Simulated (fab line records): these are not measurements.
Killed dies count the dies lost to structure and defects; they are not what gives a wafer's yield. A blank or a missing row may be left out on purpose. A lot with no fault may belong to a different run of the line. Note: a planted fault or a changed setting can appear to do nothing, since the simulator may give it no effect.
Matching of chambers | flow sky130 | SKY_FIELD_ISO_ETCH_15 on rie diel-04: 4 sister chambers
The step etches the open film in CHF3/O2, stops on Si, target depth 180 nm, time 72 s. 16 wafers are shown with their chamber, then 8 later ones without.

== WAFERS PAIRED WITH THEIR CHAMBERS ==
wafer  | chamber | drypump motor current A (A) | throttle valve pct (%) | oes product au (a.u.)
L089.1 | 1       | 5.9                         | 8.846                  | 0.947
L089.2 | 2       | 5.3                         | 8.849                  | 0.947
L089.3 | 3       | 6.1                         | 8.833                  | 0.946
L089.4 | 0       | 5.9                         | 8.843                  | 0.946
L089.5 | 1       | 5.9                         | 8.850                  | 0.952
L089.6 | 0       | 5.9                         | 8.846                  | 0.957
L090.1 | 0       | 5.9                         | 8.840                  | 0.939
L090.2 | 2       | 5.2                         | 8.858                  | 0.944
L090.3 | 1       | 5.8                         | 8.843                  | 0.947
L090.4 | 3       | 6.0                         | 8.838                  | 0.952
L090.5 | 0       | 5.9                         | 8.858                  | 0.942
L090.6 | 1       | 5.8                         | 8.834                  | 0.940
L091.1 | 3       | 6.0                         | 8.846                  | 0.945
L091.5 | 1       | 5.9                         | 8.855                  | 0.944
L091.6 | 0       | 5.9                         | 8.860                  | 0.941
L092.3 | 3       | 6.0                         | 8.841                  | 0.938

SIGNATURES, as means of the wafers listed above
reading                 | chamber 0 | chamber 1 | chamber 2 | chamber 3 | scatter within a chamber
drypump motor current A | 5.900     | 5.860     | 5.250     | 6.025     | 0.0452
throttle valve pct      | 8.84940   | 8.84560   | 8.85350   | 8.83950   | 0.00767
oes product au          | 0.94500   | 0.94600   | 0.94550   | 0.94525   | 0.00568
Rule: for a wafer and a chamber, the distance is found by dividing, reading by reading, the gap between the wafer's reading and the chamber's mean by the reading's scatter, squaring, summing and taking the root. If the next closest chamber is less than 2 further off than the closest, the wafer can't be placed; otherwise it belongs to the closest. How the scatter is found: for the shown wafers, subtract from each reading the mean of its chamber, square and add these, divide the total by (wafers less chambers), then take the root.

== WAFERS WITH NO CHAMBER GIVEN ==
wafer  | drypump motor current A (A) | throttle valve pct (%) | oes product au (a.u.)
L092.5 | 5.9                         | 8.843                  | 0.944
L092.6 | 5.3                         | 8.855                  | 0.950
L095.1 | 6.0                         | 8.853                  | 0.944
L095.4 | 5.2                         | 8.829                  | 0.952
L095.5 | 6.0                         | 8.845                  | 0.951
L096.3 | 5.3                         | 8.844                  | 0.960
L096.5 | 5.9                         | 8.844                  | 0.950
L096.6 | 6.1                         | 8.832                  | 0.950

== EACH ONE'S CHAMBER ==
wafer  | from the rows above          | in truth
L092.5 | can't be placed: 0 or 1 or 3 | 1
L092.6 | 2                            | 2
L095.1 | can't be placed: 3 or 0 or 1 | 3
L095.4 | 2                            | 2
L095.5 | can't be placed: 3 or 0 or 1 | 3
L096.3 | 2                            | 2
L096.5 | can't be placed: 0 or 1 or 3 | 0
L096.6 | 3                            | 3
4 of 8 placed correctly. Not placeable from these rows: 4 (in 4, the candidates include the true chamber). Number placed wrongly: 0.
